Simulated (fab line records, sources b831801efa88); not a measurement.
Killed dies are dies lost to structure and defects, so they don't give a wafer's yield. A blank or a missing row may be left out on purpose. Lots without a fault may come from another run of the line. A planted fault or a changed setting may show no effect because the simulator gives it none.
fab line records | flow sky130
record lots=6 wafers=18 last_day=50
route steps=708 shown SD_N@344 SD_P@359 RES_XHIGH@360 PAD_OPEN@708
lots that met no fault: from a run of the same line without faults
start_h: hours from the record's first day to the start of the lot's first wafer shown | wait_h: hours since the lot's step before | " the same as in the row above | L1.1+2: a row that stands for several wafers | - no value, or no start given | * or withheld: withheld | < > ~ a bound
route shown NAME@n: a module of which the file shows steps, and the number in the route of the first | usual: mean/standard deviation of fault-free wafers | same: alike in all rows | chamber/n: place in a boat | sites: the reading at each site | _std_site: their standard deviation | _edge_site: outer sites' mean less inner sites' | radius_mm: how far each site lies from the wafer's centre | mask NAME#n: copy n | behind: the tool/chamber that last shaped the wafer | hold: why the lot was held/for how many hours/how that ended | device: the transistor (n, p or np) that didn't switch | end of line: the same wafers' tests at the end of the route | a step without rows: its recipe alone | killed: dies lost to structure and defects at the first sort, not the wafer's yield | map: a wafer's dies, x killed, . not, _ none there
set.NAME: the setting as run; set.NAME@STEP: as run at that earlier step | model.NAME: the simulator's own value behind a step, which no gauge read
lots at some steps of the route; a table a step, a row a wafer
services: from which hour (start_h, from the record's first day; less than 0 if before it) a tool's chamber was out of use, for how many hours, and why
## steps
# step SKY_SD_N_COAT_02
# recipe resist=NOVOLAK spin_rpm=3000 resist_thk_nm=1140
# step SKY_SD_N_SOFTBAKE_03
# recipe temp_c=90 time_s=60 resist=NOVOLAK
# step SKY_SD_N_EXPOSE_04
# recipe mask_id=NSDM na=0.6 source_shape=conventional sigma_outer=0.6 polarization=unpolarized target_cd_nm=380 dose_mj=141
# step SKY_SD_N_PEB_05
# recipe temp_c=withheld time_s=* resist=NOVOLAK
# step SKY_SD_N_DEVELOP_06
# recipe resist=NOVOLAK developer=TMAH develop_time_s=60 dev_temp_c=23
# step SKY_SD_N_CD_MEAS_07
# recipe target_cd_nm=380
# usual cd_nm=380.1/2.3
# columns lot.wafer tool chamber start_h wait_h cd_nm
L671.2 cd_sem-02 - 674.48 0.1 381.9
L671.4 " - " " 381.7
L671.6 " - " " 381.7
L676.1 cd_sem-01 - 715.53 0.2 378.7
L676.4 " - " " 379.1
L676.6 " - " " 379.3
L677.1 cd_sem-01 - 725.81 0.1 382.0
L677.3 " - " " 382.1
L677.6 " - " " 381.6
L685.1 cd_sem-01 - 791.24 0.1 378.3
L685.2 " - " " 379.8
L685.6 " - " " 379.2
L686.3 cd_sem-01 - 808.78 0.1 382.2
L686.4 " - " " 380.6
L686.6 " - " " 383.5
L688.3 cd_sem-01 - 816.63 0.1 383.7
L688.5 " - " " 383.4
L688.6 " - " " 384.5
# step SKY_SD_N_OVL_MEAS_08
# usual SD_N_OVL=0.2/1.6
# columns lot.wafer tool chamber start_h wait_h SD_N_OVL[nm]
L671.2 overlay-01 - 674.59 0.1 -2.2
L671.4 " - " " -1.7
L671.6 " - " " -1.3
L676.1 overlay-01 - 715.65 0.1 -1.8
L676.4 " - " " -0.6
L676.6 " - " " -0.5
L677.1 overlay-02 - 725.93 0.1 0.1
L677.3 " - " " -0.8
L677.6 " - " " -0.7
L685.1 overlay-02 - 791.36 0.1 0.9
L685.2 " - " " -0.1
L685.6 " - " " 1.1
L686.3 overlay-01 - 808.87 0.1 -0.1
L686.4 " - " " -1.0
L686.6 " - " " -0.2
L688.3 overlay-02 - 816.72 0.1 0.1
L688.5 " - " " -1.6
L688.6 " - " " -0.1
# step SKY_SD_N_IMPLANT_09
# recipe species=As energy_kev=50 dose_cm2=4e+15 tilt_deg=0
# step SKY_SD_N_IMPLANT_10
# recipe species=P energy_kev=20 dose_cm2=1e+14 tilt_deg=0
# step SKY_SD_N_STRIP_11
# recipe chemistry=O2/N2 power_w=1400 pressure_mtorr=1500 platen_temp_c=withheld o2_flow_sccm=3000 n2_flow_sccm=300 overash_fraction=0.5
# usual drypump_motor_current_A=5.9/0.42 oes_product_au=0.527/0.0045 strip_time_to_endpoint_s=22.53/0.052
# columns lot.wafer tool chamber start_h wait_h drypump_motor_current_A oes_product_au rf_hours_counter_h strip_time_to_endpoint_s
L671.2 plasma_asher-04 0 674.92 0.1 5.2 0.521 25 22.64
L671.4 " 0 " " 5.3 0.524 - 22.60
L671.6 " 1 " " 6.0 0.526 - 22.59
L676.1 plasma_asher-01 0 715.99 0.1 6.3 0.526 60 22.44
L676.4 " 1 " " 6.5 0.523 - 22.46
L676.6 " 0 " " 6.2 0.515 - 22.48
L677.1 plasma_asher-01 1 726.27 0.1 6.5 0.532 61 22.54
L677.3 " 1 " " 6.5 0.521 - 22.48
L677.6 " 0 " " 6.2 0.526 - 22.51
L685.1 plasma_asher-03 1 791.69 0.1 5.9 0.530 100 22.59
L685.2 " 0 " " 5.5 0.521 100 22.56
L685.6 " 1 " " 5.9 0.521 - 22.59
L686.3 plasma_asher-01 0 809.22 0.1 6.3 0.528 - 22.63
L686.4 " 1 " " 6.5 0.527 - 22.55
L686.6 " 0 " " 6.3 0.533 - 22.55
L688.3 plasma_asher-01 0 817.07 0.1 6.3 0.533 - 22.49
L688.5 " 1 " " 6.5 0.524 - 22.53
L688.6 " 0 " " 6.3 0.527 - 22.49
# step SKY_SD_N_TW_MEAS_12
# usual SD_N_TW=3986/41
# columns lot.wafer tool chamber start_h wait_h SD_N_TW
L671.2 film_metro-02 - 675.03 0.1 3928
L671.4 " - " " 3940
L671.6 " - " " 3926
L676.1 film_metro-04 - 716.09 0.1 3988
L676.4 " - " " 3993
L676.6 " - " " 3966
L677.1 film_metro-01 - 726.37 0.1 4048
L677.3 " - " " 4050
L677.6 " - " " 4037
L685.1 film_metro-04 - 791.79 0.1 3961
L685.2 " - " " 3957
L685.6 " - " " 3963
L686.3 film_metro-02 - 809.31 0.1 3940
L686.4 " - " " 3951
L686.6 " - " " 3939
L688.3 film_metro-02 - 817.16 0.1 3944
L688.5 " - " " 3951
L688.6 " - " " 3936
# step SKY_SD_N_CLEAN_13
# recipe chemistry=SC1/SC2 mix=1:4:20 temp_c=70 time_s=150 dry=n2_spin
# step SKY_SD_N_RTA_14
# recipe temp_c=1075 time_s=2 idle_temp_c=650 ramp_up_c_per_s=150 ramp_down_c_per_s=90 ambient=N2
# usual lamp_power_pct=15.73/0.053 wafer_temp_C_max=1078.1/1.5
# columns lot.wafer tool chamber start_h wait_h lamp_power_pct wafer_temp_C_max
L671.2 rtp_anneal-01 0 675.15 0.0 15.82 1079.2
L671.4 " 0 " " 15.67 1076.8
L671.6 " 0 " " 15.69 1076.7
L676.1 rtp_anneal-01 0 716.20 0.0 15.87 1090.7
L676.4 " 0 " " 15.92 1090.2
L676.6 " 0 " " 15.94 1089.4
L677.1 rtp_anneal-01 0 726.48 0.0 15.91 1092.0
L677.3 " 0 " " 15.91 1091.8
L677.6 " 0 " " 15.88 1090.4
L685.1 rtp_anneal-01 0 791.91 0.0 15.70 1078.8
L685.2 " 0 " " 15.82 1076.9
L685.6 " 0 " " 15.77 1077.1
L686.3 rtp_anneal-02 0 809.42 0.0 15.70 1076.2
L686.4 " 0 " " 15.77 1076.0
L686.6 " 0 " " 15.69 1078.8
L688.3 rtp_anneal-02 0 817.28 0.0 15.69 1077.1
L688.5 " 0 " " 15.77 1079.3
L688.6 " 0 " " 15.75 1077.6
# step SKY_SD_N_RS_MEAS_16
# recipe thk_meas_gauge=four-point-probe
# usual SD_N_RS=68.59/0.1
# columns lot.wafer tool chamber start_h wait_h SD_N_RS[ohm/sq]
L671.2 film_metro-01 - 675.33 0.1 68.42
L671.4 " - " " 68.51
L671.6 " - " " 68.47
L676.1 film_metro-04 - 716.37 0.1 66.44
L676.4 " - " " 66.59
L676.6 " - " " 66.51
L677.1 film_metro-01 - 726.65 0.1 66.56
L677.3 " - " " 66.43
L677.6 " - " " 66.43
L685.1 film_metro-01 - 792.08 0.1 68.61
L685.2 " - " " 68.50
L685.6 " - " " 68.56
L686.3 film_metro-01 - 809.61 0.1 68.49
L686.4 " - " " 68.53
L686.6 " - " " 68.68
L688.3 film_metro-02 - 817.47 0.1 68.67
L688.5 " - " " 68.75
L688.6 " - " " 68.71
# step SKY_SD_N_RS_MEAS_17
# recipe thk_meas_gauge=four-point-probe
# usual SD_P_RS=147.2/0.31
# columns lot.wafer tool chamber start_h wait_h SD_P_RS[ohm/sq]
L671.2 film_metro-01 - 675.45 0.1 146.3
L671.4 " - " " 147.1
L671.6 " - " " 146.7
L676.1 film_metro-04 - 716.49 0.1 136.8
L676.4 " - " " 137.1
L676.6 " - " " 136.8
L677.1 film_metro-01 - 726.77 0.1 137.1
L677.3 " - " " 136.7
L677.6 " - " " 137.1
L685.1 film_metro-01 - 792.20 0.1 147.0
L685.2 " - " " 147.0
L685.6 " - " " 147.4
L686.3 film_metro-01 - 809.73 0.1 147.1
L686.4 " - " " 147.1
L686.6 " - " " 147.2
L688.3 film_metro-02 - 817.59 0.1 147.7
L688.5 " - " " 148.4
L688.6 " - " " 147.2
# step SKY_SD_N_RS_MEAS_18
# recipe thk_meas_gauge=four-point-probe
# usual RES_XHIGH_RS=333.7/1.3
# columns lot.wafer tool chamber start_h wait_h RES_XHIGH_RS[ohm/sq]
L671.2 film_metro-01 - 675.57 0.1 332.1
L671.4 " - " " 332.0
L671.6 " - " " 331.4
L676.1 film_metro-04 - 716.61 0.1 334.7
L676.4 " - " " 333.6
L676.6 " - " " 333.7
L677.1 film_metro-01 - 726.89 0.1 332.4
L677.3 " - " " 330.9
L677.6 " - " " 334.2
L685.1 film_metro-01 - 792.32 0.1 332.3
L685.2 " - " " 332.4
L685.6 " - " " 333.9
L686.3 film_metro-01 - 809.85 0.1 330.4
L686.4 " - " " 331.8
L686.6 " - " " 331.6
L688.3 film_metro-02 - 817.71 0.1 334.8
L688.5 " - " " 334.7
L688.6 " - " " 334.3
# step SKY_PAD_OPEN_PROBE_99
# usual killed_at_M0_to_M3=42/6.6 killed_at_M4_up=3.1/1.9 killed_at_contacts=25/5.7 killed_at_front_end=16/5 killed_at_other=0.2/0.38 killed_dies=86/9.6 killed_open=47/7.2 killed_short=39/6.2
# same gross_dies=492 killed_at_back_side=0
# columns lot.wafer tool chamber start_h wait_h killed_at_M0_to_M3 killed_at_M4_up killed_at_contacts killed_at_front_end killed_at_other killed_dies killed_open killed_short model.etest.res_xhigh_po.line_ohm_um model.etest.res_xhigh_po.rs_ohm_sq model.etest.pfet_01v8.r_on_ohm_um model.etest.res_pdiff.line_ohm_um model.etest.res_high_po.line_ohm_um model.etest.licon_high_po.rc_ohm model.etest.res_ndiff.line_ohm_um model.etest.res_high_po.rs_ohm_sq
L671.2 prober-01 - 1099.98 0.1 52 1 17 6 0 76 37 39 5182 1827 2969 1344 695.4 335.1 749.2 244.9
L671.4 prober-01 - 1100.08 0.2 35 2 27 5 0 69 42 27 5383 1879 3003 1342 722.9 348.5 758 253
L671.6 prober-01 - 1100.18 0.2 43 2 25 7 0 77 34 43 5501 1934 3036 1364 739.9 350.9 771.7 258.9
L676.1 prober-02 - 1130.08 0.1 50 4 30 25 0 109 58 51 5370 1875 2808 1258 696.3 318.3 734.4 244.2
L676.4 prober-02 - 1130.23 0.2 37 5 22 17 0 81 39 42 5202 1779 2752 1261 677.7 290.9 744.2 234.6
L676.6 prober-02 - 1130.33 0.2 37 4 19 14 0 74 38 36 5293 1822 2784 1254 685.4 312.7 726.2 241.2
L677.1 prober-01 - 1136.79 0.1 42 4 28 25 0 99 62 37 5241 1844 2786 1276 697.7 323.1 740.6 244.3
L677.3 prober-01 - 1136.89 0.2 42 0 26 15 0 83 45 38 4947 1784 2852 1294 670.1 314.2 737.2 235.9
L677.6 prober-01 - 1137.04 0.2 47 1 27 12 0 87 49 38 4993 1772 2764 1260 660.4 303.2 731.7 235
L685.1 prober-01 - 1178.66 0.1 38 5 20 14 0 77 47 30 5898 2043 2902 1362 760.5 352.5 762.9 265.8
L685.2 prober-01 - 1178.71 0.1 38 1 28 15 0 82 44 38 5990 2060 2952 1391 773.2 364.4 767.1 266.1
L685.6 prober-01 - 1178.91 0.2 42 3 19 20 1 85 46 39 5936 2044 2928 1398 765.5 365.2 754.8 265.6
L686.3 prober-02 - 1189.86 0.2 51 1 24 24 0 100 65 35 5840 2027 2896 1327 749.6 357.4 750 266.4
L686.4 prober-02 - 1189.91 0.2 39 3 24 10 1 77 45 32 5706 1982 2832 1319 762.5 342.4 749.2 264.9
L686.6 prober-02 - 1190.01 0.2 44 8 14 16 0 82 45 37 5468 1903 2879 1321 736.5 328.9 747.3 254.8
L688.3 prober-02 - 1193.45 0.2 34 3 21 16 0 74 39 35 5638 1991 2871 1406 727 340.4 763.7 257.3
L688.5 prober-02 - 1193.55 0.2 49 2 23 21 0 95 50 45 5402 1898 2987 1404 734.1 344.6 771.5 253.9
L688.6 prober-02 - 1193.60 0.2 38 5 21 13 2 79 46 33 5411 1952 2938 1363 720.6 331.9 748.2 251.2
# killed by level:class
L671.2 VIA1:geometric_particle:open=10 VIA1:geometric_particle:short=9 CONTACT:geometric_particle:open=7 METAL2:geometric_particle:short=7 VIA3:geometric_particle:open=6 METAL1:geometric_particle:short=6 METAL3:geometric_particle:short=5 LI_CONTACT:geometric_particle:open=4
L671.4 VIA1:geometric_particle:open=10 CONTACT:geometric_particle:open=9 LI_CONTACT:geometric_particle:open=8 CONTACT:geometric_particle:short=6 VIA2:geometric_particle:open=6 VIA2:geometric_particle:short=5 VIA3:geometric_particle:open=5 LOCAL_INTERCONNECT:geometric_particle:short=3
L671.6 VIA1:geometric_particle:short=10 CONTACT:geometric_particle:open=8 VIA3:geometric_particle:open=7 VIA1:geometric_particle:open=7 LOCAL_INTERCONNECT:geometric_particle:short=6 LI_CONTACT:geometric_particle:open=4 METAL1:geometric_particle:short=4 METAL3:geometric_particle:short=4
L676.1 POLY_GATE:geometric_particle:short=12 VIA1:geometric_particle:open=12 CONTACT:geometric_particle:open=10 LI_CONTACT:geometric_particle:open=8 VIA2:geometric_particle:open=8 FIELD_ISO:geometric_particle:short=7 METAL1:geometric_particle:short=7 LI_CONTACT:geometric_particle:short=5
L676.4 VIA1:geometric_particle:open=9 METAL1:geometric_particle:short=7 POLY_GATE:geometric_particle:short=7 CONTACT:geometric_particle:short=6 CONTACT:geometric_particle:open=6 VIA3:geometric_particle:open=6 LI_CONTACT:geometric_particle:open=5 LOCAL_INTERCONNECT:geometric_particle:short=5
L676.6 VIA1:geometric_particle:open=13 CONTACT:geometric_particle:short=6 FIELD_ISO:geometric_particle:short=5 CONTACT:geometric_particle:open=5 VIA3:geometric_particle:short=5 LI_CONTACT:geometric_particle:open=4 FIELD_ISO:geometric_particle:open=3 POLY_GATE:geometric_particle:short=3
L677.1 VIA1:geometric_particle:open=12 LI_CONTACT:geometric_particle:open=11 CONTACT:geometric_particle:open=8 FIELD_ISO:geometric_particle:open=7 VIA2:geometric_particle:open=7 METAL2:geometric_particle:short=5 VIA3:geometric_particle:open=5 POLY_GATE:geometric_particle:open=4
L677.3 VIA1:geometric_particle:open=12 CONTACT:geometric_particle:open=10 METAL1:geometric_particle:short=8 LI_CONTACT:geometric_particle:open=7 FIELD_ISO:geometric_particle:short=6 CONTACT:geometric_particle:short=6 VIA2:geometric_particle:open=6 METAL2:geometric_particle:short=6
L677.6 VIA1:geometric_particle:open=17 CONTACT:geometric_particle:short=7 LI_CONTACT:geometric_particle:open=7 VIA3:geometric_particle:open=7 FIELD_ISO:geometric_particle:open=5 METAL2:geometric_particle:short=5 LI_CONTACT:geometric_particle:short=5 VIA1:geometric_particle:short=5
L685.1 CONTACT:geometric_particle:open=14 VIA1:geometric_particle:open=10 VIA2:geometric_particle:open=6 VIA1:geometric_particle:short=5 VIA3:geometric_particle:open=4 FIELD_ISO:geometric_particle:open=3 FIELD_ISO:geometric_particle:short=3 METAL4:geometric_particle:short=3
L685.2 VIA1:geometric_particle:open=10 CONTACT:geometric_particle:short=8 VIA3:geometric_particle:open=8 CONTACT:geometric_particle:open=7 LI_CONTACT:geometric_particle:open=6 LOCAL_INTERCONNECT:geometric_particle:short=6 FIELD_ISO:geometric_particle:short=5 METAL1:geometric_particle:short=5
L685.6 VIA1:geometric_particle:open=9 METAL2:geometric_particle:short=7 LI_CONTACT:geometric_particle:open=6 CONTACT:geometric_particle:open=6 POLY_GATE:geometric_particle:open=5 METAL1:geometric_particle:open=5 FIELD_ISO:geometric_particle:open=4 POLY_GATE:geometric_particle:short=4
L686.3 VIA1:geometric_particle:open=14 VIA2:geometric_particle:open=11 LI_CONTACT:geometric_particle:open=10 CONTACT:geometric_particle:open=8 VIA1:geometric_particle:short=6 POLY_GATE:geometric_particle:open=5 FIELD_ISO:geometric_particle:open=4 POLY_GATE:geometric_particle:short=4
L686.4 CONTACT:geometric_particle:open=14 METAL1:geometric_particle:short=9 VIA1:geometric_particle:open=6 VIA3:geometric_particle:open=5 LI_CONTACT:geometric_particle:open=4 METAL2:geometric_particle:short=4 POLY_GATE:geometric_particle:open=3 VIA3:geometric_particle:short=3
L686.6 VIA2:geometric_particle:open=13 VIA3:geometric_particle:open=12 METAL4:geometric_particle:short=8 FIELD_ISO:geometric_particle:short=7 VIA1:geometric_particle:open=7 FIELD_ISO:geometric_particle:open=5 LOCAL_INTERCONNECT:geometric_particle:short=4 CONTACT:geometric_particle:open=4
L688.3 VIA3:geometric_particle:open=12 CONTACT:geometric_particle:open=11 FIELD_ISO:geometric_particle:open=7 METAL2:geometric_particle:short=4 LOCAL_INTERCONNECT:geometric_particle:short=4 METAL1:geometric_particle:short=4 VIA3:geometric_particle:short=4 POLY_GATE:geometric_particle:short=3
L688.5 VIA1:geometric_particle:open=9 LI_CONTACT:geometric_particle:open=7 CONTACT:geometric_particle:open=7 METAL1:geometric_particle:short=7 VIA1:geometric_particle:short=7 FIELD_ISO:geometric_particle:open=5 CONTACT:geometric_particle:short=5 METAL2:geometric_particle:short=5
L688.6 LI_CONTACT:geometric_particle:open=10 VIA1:geometric_particle:open=9 VIA1:geometric_particle:short=7 METAL1:geometric_particle:short=5 CONTACT:geometric_particle:open=5 VIA2:geometric_particle:open=5 METAL3:geometric_particle:short=5 VIA3:geometric_particle:open=5
## services
# columns tool chamber start_h hours kind
plasma_asher-01 - 671.89 0.4 repair
plasma_asher-04 - 679.80 14.6 pm
plasma_asher-01 - 727.87 5.4 repair
plasma_asher-03 - 728.32 3.5 repair
plasma_asher-04 - 778.07 1.8 repair
plasma_asher-03 - 789.14 1.6 repair
## key
first_sign step=SKY_SD_N_RTA_14 reading=wafer_temp_C_max direction=up sigmas=8.6 usual=* struck=*
effect step=SKY_SD_N_RTA_14 reading=lamp_power_pct direction=up sigmas=3.3 usual=15.73 struck=15.91
effect step=SKY_SD_N_RS_MEAS_16 reading=SD_N_RS direction=down sigmas=20 usual=68.59 struck=66.49
effect step=SKY_SD_N_RS_MEAS_17 reading=SD_P_RS direction=down sigmas=33 usual=147.2 struck=136.9
model_effect step=SKY_PAD_OPEN_PROBE_99 value=etest.res_xhigh_po.line_ohm_um without=5816 struck=5174
met_at SKY_SD_N_RTA_14
struck_wafers L676.1,L676.4,L676.6,L677.1,L677.3,L677.6
tester_left_out L676,L677
onset_between 675.15 716.20
fault kind=process_parameter_drift tool=rtp_anneal-01 chamber=- onset_h=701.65 steps=SKY_SD_N_RTA_14 channel=temp_c offset=* shape=step end_h=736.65 acts_in=* stated=*
# tester_left_out: of these lots the tester's yield and bins aren't shown, on N5 and GAA mostly nor the transistor test; their killed dies are dies lost to structure and defects alone, not to doping, threshold or leakage, so they don't give the yield
